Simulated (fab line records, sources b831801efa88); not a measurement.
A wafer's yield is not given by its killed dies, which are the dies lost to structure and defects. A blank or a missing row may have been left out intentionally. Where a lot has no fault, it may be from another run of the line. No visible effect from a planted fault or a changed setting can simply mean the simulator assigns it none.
fab line records ; flow sfq_line
record: lots: 7; wafers: 20; last_day: 95
route steps=325 shown M3@122 I3@133 M4@148
lots that met no fault: from a run of the same line without faults
start_h: hours from the record's first day to the start of the lot's first wafer shown ; wait_h: time in hours since the lot's previous step ; " repeats the value in the row above ; L1.1+2: a single row standing in for several wafers ; - either no value or no given start ; * or withheld: withheld ; < > ~ a bound
route shown NAME@n: names a module that has steps shown in the file, with the first one's number in the route ; usual: mean/standard deviation taken from wafers without a fault ; same: alike in all rows ; chamber/n: place in a boat ; sites: readings site by site ; _std_site: the values' standard deviation ; _edge_site: mean of outer sites minus mean of inner sites ; radius_mm: how far each site lies from the wafer's centre ; mask NAME#n: copy n ; behind: the tool/chamber that last shaped the wafer ; hold: cause of the lot's hold/its duration in hours/its outcome ; device: transistor that didn't switch, given as n, p or np ; end of line: tests run on the same wafers once the route is complete ; step lacking rows: just its recipe ; killed: the dies lost at the first sort to structure and to defects; this is not the yield of the wafer ; map: shows each die of a wafer: x if killed, . if not, _ if none is there
set.NAME: the run value of the setting; set.NAME@STEP: its run value at that earlier step ; model.NAME: the simulator's own value behind a step, which no gauge read
lots at selected steps of the route; one table per step, one row per wafer
services: from which hour (start_h, from the record's first day; less than 0 if before it) a tool's chamber was out of use, for how many hours, and why
== steps ==
step: SFQ_TRILAYER_M3_LITHO_COAT_080
recipe: resist: BARC; spin_rpm: 3000; resist_thk_nm: 62
step: SFQ_TRILAYER_M3_LITHO_COAT_075
recipe: resist: KrF; spin_rpm: 3000; resist_thk_nm: 600
step: SFQ_TRILAYER_M3_LITHO_SOFTBAKE_079
recipe: temp_c: withheld; time_s: withheld; resist: KrF
step: SFQ_TRILAYER_M3_LITHO_EXPOSE_076
recipe: mask_id: M3; na: 0.6; source_shape: conventional; sigma_outer: 0.65; target_cd_nm: 500; dose_mj: 14.4
step: SFQ_TRILAYER_M3_LITHO_PEB_078
recipe: peb_temp_c: 115; peb_time_s: 60; resist: KrF
step: SFQ_TRILAYER_M3_LITHO_DEVELOP_077
recipe: time_s: 60; resist: KrF
step: SFQ_M3_OVL_MEAS_921
usual: M3_OVL: 2/6.2
lot.wafer;tool;chamber;start_h;wait_h;M3_OVL[nm]
L234.2;overlay-01;-;1020.21;0.1;-3
L234.3;overlay-01;-;1020.21;0.1;3
L234.5;overlay-01;-;1020.21;0.1;5
L237.2;overlay-01;-;1049.71;0.1;3
L237.4;overlay-01;-;1049.71;0.1;8
L237.5;overlay-01;-;1049.71;0.1;10
L240.1;overlay-02;-;1122.53;0.1;8
L240.2;overlay-02;-;1122.53;0.1;3
L240.5;overlay-02;-;1122.53;0.1;10
L253.1;overlay-02;-;1214.43;0.1;9
L253.2;overlay-02;-;1214.43;0.1;5
L253.4;overlay-02;-;1214.43;0.1;7
L254.1;overlay-02;-;1216.83;0.1;3
L254.5;overlay-02;-;1216.83;0.1;-1
L254.6;overlay-02;-;1216.83;0.1;6
L255.4;overlay-02;-;1220.45;0.1;6
L255.5;overlay-02;-;1220.45;0.1;8
L256.1;overlay-01;-;1230.03;0.1;-8
L256.3;overlay-01;-;1230.03;0.1;-9
L256.6;overlay-01;-;1230.03;0.1;-8
step: SFQ_TRILAYER_M3_BARC_OPEN_METAL_ETCH_100
recipe: mask_material: PR; chemistry: O2; target_depth_nm: 125; target: BARC; icp_w: 600; bias_w: 80; pressure_mtorr: 10; time_s: 41.7
step: SFQ_TRILAYER_M3_ETCH_METAL_ETCH_078
recipe: target: Nb; stop_on: SiO2; mask_material: PR; chemistry: Cl2/Ar; target_depth_nm: 240; icp_w: 600; bias_w: 80; pressure_mtorr: 10; time_s: 120
usual: drypump_motor_current_A: 5.7/0.36; he_backside_leak_sccm: 3.37/0.18; oes_product_au: 0.894/0.0074
lot.wafer;tool;chamber;start_h;wait_h;drypump_motor_current_A;he_backside_leak_sccm;oes_product_au;rf_hours_counter_h
L234.2;rie_metal-03;1;1020.30;0.0;5.8;3.17;0.897;89
L234.3;rie_metal-03;0;1020.30;0.0;5.5;3.46;0.877;-
L234.5;rie_metal-03;0;1020.30;0.0;5.5;3.53;0.886;-
L237.2;rie_metal-02;0;1049.80;0.0;5.3;3.60;0.896;139
L237.4;rie_metal-02;1;1049.80;0.0;6.4;3.21;0.902;-
L237.5;rie_metal-02;0;1049.80;0.0;5.3;3.69;0.896;-
L240.1;rie_metal-02;1;1122.63;0.0;6.5;3.19;0.904;109
L240.2;rie_metal-02;0;1122.63;0.0;5.3;3.70;0.902;6
L240.5;rie_metal-02;0;1122.63;0.0;5.3;3.50;0.900;-
L253.1;rie_metal-01;0;1214.52;0.0;5.4;3.62;0.892;30
L253.2;rie_metal-01;1;1214.52;0.0;5.4;3.86;0.878;96
L253.4;rie_metal-01;1;1214.52;0.0;5.4;3.78;0.882;-
L254.1;rie_metal-03;0;1216.92;0.0;5.5;3.36;0.898;18
L254.5;rie_metal-03;1;1216.92;0.0;5.8;3.37;0.897;-
L254.6;rie_metal-03;0;1216.92;0.0;5.5;3.18;0.893;-
L255.4;rie_metal-03;0;1220.57;0.1;5.5;3.44;0.876;-
L255.5;rie_metal-03;0;1220.57;0.1;5.5;3.27;0.891;-
L256.1;rie_metal-03;0;1230.12;0.0;5.5;3.47;0.892;19
L256.3;rie_metal-03;0;1230.12;0.0;5.5;3.38;0.906;-
L256.6;rie_metal-03;1;1230.12;0.0;5.8;3.34;0.889;-
step: SFQ_TRILAYER_M3_STRIP_STRIP_079
recipe: gas: O2; power_w: 200; platen_temp_c: 40; overash_fraction: 0.65; chemistry: O2; pressure_mtorr: 50
usual: drypump_motor_current_A: 5.7/0.36; he_backside_leak_sccm: 3.40/0.29; oes_product_au: 1.008/0.0093
same: overash_fraction: 0.65
lot.wafer;tool;chamber;start_h;wait_h;drypump_motor_current_A;he_backside_leak_sccm;oes_product_au;rf_hours_counter_h
L234.2;rie_metal-03;1;1020.42;0.1;5.8;3.20;1.024;89
L234.3;rie_metal-03;0;1020.42;0.1;5.5;3.44;1.003;-
L234.5;rie_metal-03;0;1020.42;0.1;5.5;3.65;1.012;-
L237.2;rie_metal-02;0;1049.92;0.1;5.3;3.72;1.011;139
L237.4;rie_metal-02;1;1049.92;0.1;6.5;3.30;1.003;-
L237.5;rie_metal-02;0;1049.92;0.1;5.3;3.83;1.020;-
L240.1;rie_metal-02;1;1122.75;0.1;6.4;3.11;0.996;109
L240.2;rie_metal-02;0;1122.75;0.1;5.3;3.53;1.007;6
L240.5;rie_metal-02;0;1122.75;0.1;5.3;3.52;1.002;-
L253.1;rie_metal-01;0;1214.65;0.1;5.4;3.32;1.004;30
L253.2;rie_metal-01;1;1214.65;0.1;5.3;3.47;0.997;96
L253.4;rie_metal-01;1;1214.65;0.1;5.4;3.58;1.002;-
L254.1;rie_metal-03;0;1217.05;0.1;5.5;3.24;0.996;18
L254.5;rie_metal-03;1;1217.05;0.1;5.8;3.32;1.005;-
L254.6;rie_metal-03;0;1217.05;0.1;5.5;3.15;1.000;-
L255.4;rie_metal-03;0;1220.85;0.2;5.5;3.30;1.002;-
L255.5;rie_metal-03;0;1220.85;0.2;5.5;3.09;0.998;-
L256.1;rie_metal-03;0;1230.25;0.1;5.5;3.30;0.999;19
L256.3;rie_metal-03;0;1230.25;0.1;5.5;3.11;1.006;-
L256.6;rie_metal-03;1;1230.25;0.1;5.8;3.24;1.006;-
step: SFQ_TRILAYER_M3_STRIP_SOLV_CLEAN_080
recipe: chemistry: NMP; temp_c: 70; time_s: 600
step: SFQ_TRILAYER_I3_DEP_PECVD_081
recipe: material: SiO2; temp_c: 150; time_s: 111.11; pressure_torr: 2.4; rf_w: 183.3; precursor: SiH4/N2O; target_thk_nm: 500
usual: heater_power_w: 93/12; throttle_valve_pct: 25.1/1.6
lot.wafer;tool;chamber;start_h;wait_h;heater_power_w;throttle_valve_pct
L234.2;pecvd-03;1;1021.20;0.0;96;25.7
L234.3;pecvd-03;0;1021.20;0.0;97;27.8
L234.5;pecvd-03;0;1021.20;0.0;99;27.8
L237.2;pecvd-02;0;1050.87;0.0;80;23.9
L237.4;pecvd-02;1;1050.87;0.0;94;24.4
L237.5;pecvd-02;2;1050.87;0.0;117;26.7
L240.1;pecvd-04;0;1123.53;0.0;109;23.7
L240.2;pecvd-04;1;1123.53;0.0;91;24.5
L240.5;pecvd-04;1;1123.53;0.0;72;24.4
L253.1;pecvd-03;1;1215.60;0.0;84;25.4
L253.2;pecvd-03;2;1215.60;0.0;84;26.7
L253.4;pecvd-03;0;1215.60;0.0;102;28.1
L254.1;pecvd-04;0;1217.82;0.0;95;23.8
L254.5;pecvd-04;0;1217.82;0.0;109;23.6
L254.6;pecvd-04;1;1217.82;0.0;75;24.5
L255.4;pecvd-04;1;1221.46;0.0;81;25.0
L255.5;pecvd-04;1;1221.46;0.0;83;24.6
L256.1;pecvd-04;0;1231.02;0.0;98;23.5
L256.3;pecvd-04;0;1231.02;0.0;102;23.7
L256.6;pecvd-04;1;1231.02;0.0;82;24.6
step: SFQ_TRILAYER_I3_CMP_CMP_082
recipe: material: SiO2; down_force_psi: 3; platen_rpm: 60; pad_velocity_m_s: 0.94248
usual: motor_current_A: 10.3/0.8; time_to_endpoint_s: 221/7.8
lot.wafer;tool;chamber;start_h;wait_h;motor_current_A;time_to_endpoint_s;model.SiO2_of_TRILAYER_I3_DEP_PECVD_081.thk_nm
L234.3;cmp-01;3;1038.01;16.8;10.3;217;201.3
L234.2;cmp-01;0;1038.01;16.8;11.1;216;199.4
L234.5;cmp-01;3;1040.01;18.7;10.4;223;201.1
L237.4;cmp-02;1;1069.33;18.4;10.8;230;202
L237.2;cmp-02;0;1070.83;19.9;8.4;221;201.5
L237.5;cmp-02;2;1071.83;20.9;11.3;213;199
L240.1;cmp-01;2;1148.51;24.9;9.6;219;199.9
L240.2;cmp-01;3;1148.51;24.9;10.6;227;202.3
L240.5;cmp-01;3;1151.01;27.4;10.5;232;201.1
L253.2;cmp-01;0;1216.01;0.4;10.7;192;220.1
L253.4;cmp-01;1;1216.01;0.4;10.1;224;200.4
L253.1;cmp-01;3;1217.51;1.9;10.2;219;200.4
L254.1;cmp-01;0;1220.51;2.6;10.6;204;199.4
L254.5;cmp-01;1;1220.51;2.6;10.3;202;220.5
L254.6;cmp-01;2;1220.51;2.6;9.3;216;198.7
L255.4;cmp-01;2;1223.01;1.5;9.8;220;198.1
L255.5;cmp-01;1;1224.51;3.0;10.2;209;218.7
L256.3;cmp-02;2;1232.14;1.0;11.2;220;198.6
L256.1;cmp-02;3;1232.14;1.0;10.5;229;200.6
L256.6;cmp-02;1;1233.64;2.5;10.7;239;201.5
step: SFQ_I3_BOW_MEAS_922
recipe: mode: bow
usual: I3_BOW: 2/8.4
lot.wafer;tool;chamber;start_h;wait_h;I3_BOW[um]
L234.2;film_metro-01;-;1040.53;1.5;-7
L234.3;film_metro-01;-;1040.53;1.5;11
L234.5;film_metro-01;-;1040.53;1.5;-7
L237.2;film_metro-01;-;1072.35;1.0;-8
L237.4;film_metro-01;-;1072.35;1.0;-10
L237.5;film_metro-01;-;1072.35;1.0;-7
L240.1;film_metro-01;-;1151.51;2.5;9
L240.2;film_metro-01;-;1151.51;2.5;5
L240.5;film_metro-01;-;1151.51;2.5;2
L253.1;film_metro-02;-;1219.01;1.0;6
L253.2;film_metro-02;-;1219.01;1.0;5
L253.4;film_metro-02;-;1219.01;1.0;0
L254.1;film_metro-02;-;1222.01;1.0;11
L254.5;film_metro-02;-;1222.01;1.0;14
L254.6;film_metro-02;-;1222.01;1.0;14
L255.4;film_metro-03;-;1225.07;1.6;4
L255.5;film_metro-03;-;1225.07;1.6;7
L256.1;film_metro-03;-;1234.14;1.0;13
L256.3;film_metro-03;-;1234.14;1.0;13
L256.6;film_metro-03;-;1234.14;1.0;0
step: SFQ_TRILAYER_I3_METRO_MEASURE_083
usual: thk_nm: 200.3/1.1
lot.wafer;tool;chamber;start_h;wait_h;thk_nm
L234.2;film_metro-01;-;1040.83;0.3;199.5
L234.3;film_metro-01;-;1040.83;0.3;201.3
L234.5;film_metro-01;-;1040.83;0.3;201.0
L237.2;film_metro-01;-;1072.65;0.3;201.6
L237.4;film_metro-01;-;1072.65;0.3;202.2
L237.5;film_metro-01;-;1072.65;0.3;199.1
L240.1;film_metro-01;-;1151.63;0.1;200.0
L240.2;film_metro-01;-;1151.63;0.1;202.2
L240.5;film_metro-01;-;1151.63;0.1;201.0
L253.1;film_metro-02;-;1219.13;0.1;200.4
L253.2;film_metro-02;-;1219.13;0.1;220.0
L253.4;film_metro-02;-;1219.13;0.1;200.5
L254.1;film_metro-02;-;1222.13;0.1;199.4
L254.5;film_metro-02;-;1222.13;0.1;220.7
L254.6;film_metro-02;-;1222.13;0.1;198.5
L255.4;film_metro-03;-;1225.73;0.6;198.0
L255.5;film_metro-03;-;1225.73;0.6;218.7
L256.1;film_metro-03;-;1234.26;0.1;200.6
L256.3;film_metro-03;-;1234.26;0.1;198.7
L256.6;film_metro-03;-;1234.26;0.1;201.5
step: SFQ_TRILAYER_I3_VIA_LITHO_COAT_090
recipe: resist: BARC; spin_rpm: 3000; resist_thk_nm: 62
step: SFQ_TRILAYER_I3_VIA_LITHO_COAT_085
recipe: resist: KrF; spin_rpm: 3000; resist_thk_nm: 650
step: SFQ_TRILAYER_I3_VIA_LITHO_SOFTBAKE_089
recipe: temp_c: withheld; time_s: withheld; resist: KrF
step: SFQ_TRILAYER_I3_VIA_LITHO_EXPOSE_086
recipe: mask_id: I3; na: 0.6; source_shape: conventional; sigma_outer: 0.65; target_cd_nm: 500; dose_mj: 21.3
step: SFQ_TRILAYER_I3_VIA_LITHO_PEB_088
recipe: peb_temp_c: 115; peb_time_s: 60; resist: KrF
step: SFQ_TRILAYER_I3_VIA_LITHO_DEVELOP_087
recipe: time_s: 60; resist: KrF
step: SFQ_I3_OVL_MEAS_923
usual: I3_OVL: 1/6
lot.wafer;tool;chamber;start_h;wait_h;I3_OVL[nm]
L234.2;overlay-02;-;1167.58;0.1;0
L234.3;overlay-02;-;1167.58;0.1;-4
L234.5;overlay-02;-;1167.58;0.1;0
L237.2;overlay-01;-;1192.71;0.1;-3
L237.4;overlay-01;-;1192.71;0.1;-10
L237.5;overlay-01;-;1192.71;0.1;-5
L240.1;overlay-01;-;1271.65;0.1;-1
L240.2;overlay-01;-;1271.65;0.1;7
L240.5;overlay-01;-;1271.65;0.1;3
L253.1;overlay-01;-;1349.90;0.1;5
L253.2;overlay-01;-;1349.90;0.1;1
L253.4;overlay-01;-;1349.90;0.1;-4
L254.1;overlay-01;-;1354.70;0.1;5
L254.5;overlay-01;-;1354.70;0.1;5
L254.6;overlay-01;-;1354.70;0.1;13
L255.4;overlay-01;-;1358.31;0.1;2
L255.5;overlay-01;-;1358.31;0.1;-7
L256.1;overlay-02;-;1365.50;0.1;-2
L256.3;overlay-02;-;1365.50;0.1;1
L256.6;overlay-02;-;1365.50;0.1;-7
step: SFQ_TRILAYER_I3_VIA_BARC_OPEN_VIA_ETCH_121
recipe: mask_material: PR; chemistry: O2; target_depth_nm: 125; target: BARC; source_w: 500; bias_w: 80; pressure_mtorr: 30; time_s: 41.7
usual: drypump_motor_current_A: 5.4/0.42; oes_product_au: 0.685/0.0045
lot.wafer;tool;chamber;start_h;wait_h;drypump_motor_current_A;oes_product_au;rf_hours_counter_h
L234.2;rie_diel-01;0;1167.61;0.0;5.6;0.687;7
L234.3;rie_diel-01;1;1167.61;0.0;5.4;0.687;10
L234.5;rie_diel-01;1;1167.61;0.0;5.3;0.685;-
L237.2;rie_diel-04;1;1192.74;0.0;5.9;0.678;20
L237.4;rie_diel-04;2;1192.74;0.0;4.9;0.691;18
L237.5;rie_diel-04;2;1192.74;0.0;4.9;0.678;-
L240.1;rie_diel-01;0;1271.68;0.0;5.6;0.685;9
L240.2;rie_diel-01;3;1271.68;0.0;5.6;0.683;8
L240.5;rie_diel-01;0;1271.68;0.0;5.7;0.683;-
L253.1;rie_diel-04;2;1349.93;0.0;4.9;0.689;20
L253.2;rie_diel-04;0;1349.93;0.0;5.0;0.677;10
L253.4;rie_diel-04;1;1349.93;0.0;5.9;0.690;1
L254.1;rie_diel-02;3;1354.73;0.0;4.9;0.688;0
L254.5;rie_diel-02;0;1354.73;0.0;5.6;0.698;-
L254.6;rie_diel-02;1;1354.73;0.0;4.9;0.686;-
L255.4;rie_diel-04;3;1358.35;0.0;5.4;0.681;-
L255.5;rie_diel-04;1;1358.35;0.0;5.9;0.685;-
L256.1;rie_diel-02;0;1365.53;0.0;5.6;0.688;12
L256.3;rie_diel-02;1;1365.53;0.0;4.9;0.680;16
L256.6;rie_diel-02;0;1365.53;0.0;5.6;0.689;-
step: SFQ_TRILAYER_I3_VIA_ETCH_VIA_ETCH_088
recipe: target: SiO2; stop_on: Nb; mask_material: PR; taper_deg: 20; chemistry: CHF3; target_depth_nm: 260; source_w: 500; bias_w: 80; pressure_mtorr: 30; time_s: withheld
usual: drypump_motor_current_A: 5.4/0.41; oes_product_au: 0.856/0.0054
lot.wafer;tool;chamber;start_h;wait_h;drypump_motor_current_A;oes_product_au;model.etch.depth_nm;model.I3.feature_depth_nm
L234.2;rie_diel-01;0;1167.65;0.0;5.6;0.852;199.4;199.4
L234.3;rie_diel-01;1;1167.65;0.0;5.3;0.857;201.3;201.3
L234.5;rie_diel-01;1;1167.65;0.0;5.3;0.862;201.1;201.1
L237.2;rie_diel-04;1;1192.78;0.0;5.9;0.855;201.5;201.5
L237.4;rie_diel-04;2;1192.78;0.0;4.9;0.866;202;202
L237.5;rie_diel-04;2;1192.78;0.0;4.9;0.847;199;199
L240.1;rie_diel-01;0;1271.72;0.0;5.7;0.854;199.9;199.9
L240.2;rie_diel-01;3;1271.72;0.0;5.6;0.861;202.3;202.3
L240.5;rie_diel-01;0;1271.72;0.0;5.7;0.857;201.1;201.1
L253.1;rie_diel-04;2;1349.97;0.0;4.9;0.852;200.4;200.4
L253.2;rie_diel-04;0;1349.97;0.0;5.0;0.901;220.1;220.1
L253.4;rie_diel-04;1;1349.97;0.0;5.9;0.864;200.4;200.4
L254.1;rie_diel-02;3;1354.77;0.0;4.9;0.854;199.4;199.4
L254.5;rie_diel-02;0;1354.77;0.0;5.6;0.906;220.5;220.5
L254.6;rie_diel-02;1;1354.77;0.0;4.9;0.851;198.7;198.7
L255.4;rie_diel-04;3;1358.43;0.1;5.5;0.847;198.1;198.1
L255.5;rie_diel-04;1;1358.43;0.1;5.9;0.904;218.7;218.7
L256.1;rie_diel-02;0;1365.57;0.0;5.6;0.860;200.6;200.6
L256.3;rie_diel-02;1;1365.57;0.0;4.9;0.847;198.6;198.6
L256.6;rie_diel-02;0;1365.57;0.0;5.6;0.864;201.5;201.5
step: SFQ_TRILAYER_I3_VIA_STRIP_STRIP_089
recipe: gas: O2; power_w: 200; platen_temp_c: 40; overash_fraction: 0.65; chemistry: O2; pressure_mtorr: 50
usual: drypump_motor_current_A: 5.4/0.35; he_backside_leak_sccm: 3.60/0.28; oes_product_au: 1.005/0.0085
same: overash_fraction: 0.65
lot.wafer;tool;chamber;start_h;wait_h;drypump_motor_current_A;he_backside_leak_sccm;oes_product_au;rf_hours_counter_h
L234.2;rie_metal-04;1;1167.76;-;5.2;3.57;1.014;116
L234.3;rie_metal-04;1;1167.76;-;5.2;3.71;1.005;-
L234.5;rie_metal-04;1;1167.76;-;5.2;3.55;1.003;-
L237.2;rie_metal-01;0;1192.90;-;5.4;3.73;1.001;27
L237.4;rie_metal-01;0;1192.90;-;5.3;3.68;0.996;-
L237.5;rie_metal-01;0;1192.90;-;5.4;3.62;0.990;-
L240.1;rie_metal-04;1;1271.83;-;5.2;3.47;1.026;130
L240.2;rie_metal-04;0;1271.83;-;5.3;3.70;1.003;117
L240.5;rie_metal-04;0;1271.83;-;5.2;3.54;1.003;-
L253.1;rie_metal-01;0;1350.08;-;5.3;3.85;1.010;43
L253.2;rie_metal-01;1;1350.08;-;5.4;3.71;1.005;109
L253.4;rie_metal-01;0;1350.08;-;5.3;3.61;1.008;-
L254.1;rie_metal-01;0;1354.88;-;5.4;3.72;1.005;43
L254.5;rie_metal-01;0;1354.88;-;5.4;3.71;1.003;-
L254.6;rie_metal-01;1;1354.88;-;5.4;3.75;1.006;-
L255.4;rie_metal-04;1;1359.08;-;5.2;3.51;1.001;-
L255.5;rie_metal-04;1;1359.08;-;5.2;3.84;1.014;-
L256.1;rie_metal-01;1;1365.68;-;5.3;3.57;1.003;111
L256.3;rie_metal-01;1;1365.68;-;5.4;3.84;1.004;-
L256.6;rie_metal-01;0;1365.68;-;5.4;3.84;0.993;-
step: SFQ_TRILAYER_I3_VIA_STRIP_SOLV_CLEAN_090
recipe: chemistry: NMP; temp_c: 70; time_s: 600
step: SFQ_TRILAYER_M4_DEP_PRE_CLEAN_092
recipe: gas: Ar; time_s: 22.5; bias_v: 250
lot.wafer;tool;chamber;start_h;wait_h;model.SiO2_of_TRILAYER_I3_DEP_PECVD_081.thk_nm
L234.2;pvd_sputter-04;-;1168.53;0.0;191.9
L234.3;pvd_sputter-04;-;1168.53;0.0;193.8
L234.5;pvd_sputter-04;-;1168.53;0.0;193.6
L237.2;pvd_sputter-06;-;1193.88;0.0;194
L237.4;pvd_sputter-06;-;1193.88;0.0;194.5
L237.5;pvd_sputter-06;-;1193.88;0.0;191.5
L240.1;pvd_sputter-04;-;1272.61;0.0;192.4
L240.2;pvd_sputter-04;-;1272.61;0.0;194.8
L240.5;pvd_sputter-04;-;1272.61;0.0;193.6
L253.1+4;pvd_sputter-03;-;1350.86;0.0;192.9
L253.2;pvd_sputter-03;-;1350.86;0.0;212.6
L254.1;pvd_sputter-04;-;1355.66;0.0;191.9
L254.5;pvd_sputter-04;-;1355.66;0.0;213
L254.6;pvd_sputter-04;-;1355.66;0.0;191.2
L255.4;pvd_sputter-06;-;1359.86;0.0;190.6
L255.5;pvd_sputter-06;-;1359.86;0.0;211.2
L256.1;pvd_sputter-03;-;1366.46;0.0;193.1
L256.3;pvd_sputter-03;-;1366.46;0.0;191.1
L256.6;pvd_sputter-03;-;1366.46;0.0;194
step: SFQ_TRILAYER_M4_DEP_SPUTTER_091
recipe: material: Nb; base_pressure_pa: 1.33e-06; chamber_pressure_pa: 0.1333; substrate_temp_c: 20; resputter_cathode_voltage_v: 400; target_thk_nm: 200; power_w: 2000; time_s: 133.3
== services ==
tool;chamber;start_h;hours;kind
rie_diel-04;0;1005.07;4.2;repair
rie_diel-01;3;1005.07;3.9;repair
rie_diel-04;0;1020.22;9.1;repair
rie_diel-01;3;1034.80;13.9;repair
rie_metal-01;-;1042.52;5.7;repair
cmp-01;-;1048.60;0.6;repair
rie_diel-02;1;1085.83;11.2;repair
rie_metal-03;-;1091.96;1.4;pm
rie_diel-04;1;1140.59;5.9;repair
rie_diel-04;1;1147.47;4.7;repair
rie_metal-03;0;1171.96;9.0;repair
cmp-01;-;1180.26;1.8;repair
cmp-01;-;1182.12;0.3;repair
cmp-01;-;1248.62;0.3;repair
rie_diel-04;-;1254.59;2.8;pm
cmp-01;-;1256.29;4.0;pm
cmp-01;-;1260.29;3.3;pm
cmp-01;-;1279.17;5.8;repair
rie_metal-01;-;1283.99;0.2;repair
rie_metal-01;-;1298.96;3.5;repair
cmp-01;-;1315.50;5.2;pm
rie_metal-03;-;1315.79;14.6;pm
rie_metal-01;-;1327.37;14.6;pm
cmp-01;-;1334.78;0.5;repair
== key ==
first_sign: step: SFQ_TRILAYER_I3_METRO_MEASURE_083; reading: thk_nm; direction: up; sigmas: 17; usual: 200.3; struck: 219.8
effect: step: SFQ_TRILAYER_I3_VIA_ETCH_VIA_ETCH_088; reading: oes_product_au; direction: up; sigmas: 8.9; usual: 0.856; struck: 0.904
model_effect: step: SFQ_TRILAYER_I3_CMP_CMP_082; value: SiO2_of_TRILAYER_I3_DEP_PECVD_081.thk_nm; without: 199.8; struck: 219.8
model_effect: step: SFQ_TRILAYER_I3_VIA_ETCH_VIA_ETCH_088; value: etch.depth_nm; without: 199.8; struck: 219.8
model_effect: step: SFQ_TRILAYER_M4_DEP_PRE_CLEAN_092; value: SiO2_of_TRILAYER_I3_DEP_PECVD_081.thk_nm; without: 192.3; struck: 212.3
met_at SFQ_TRILAYER_I3_CMP_CMP_082
struck_wafers L253.2,L254.5,L255.5
onset_between 1148.51 1216.01
fault: kind: process_parameter_drift; tool: cmp-01; chamber: -; onset_h: 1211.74; steps: SFQ_TRILAYER_I3_CMP_CMP_082; channel: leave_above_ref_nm; offset: 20; shape: step; end_h: 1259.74; scope: struck_wafers_only; acts_in: these_recipes_only; stated: 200
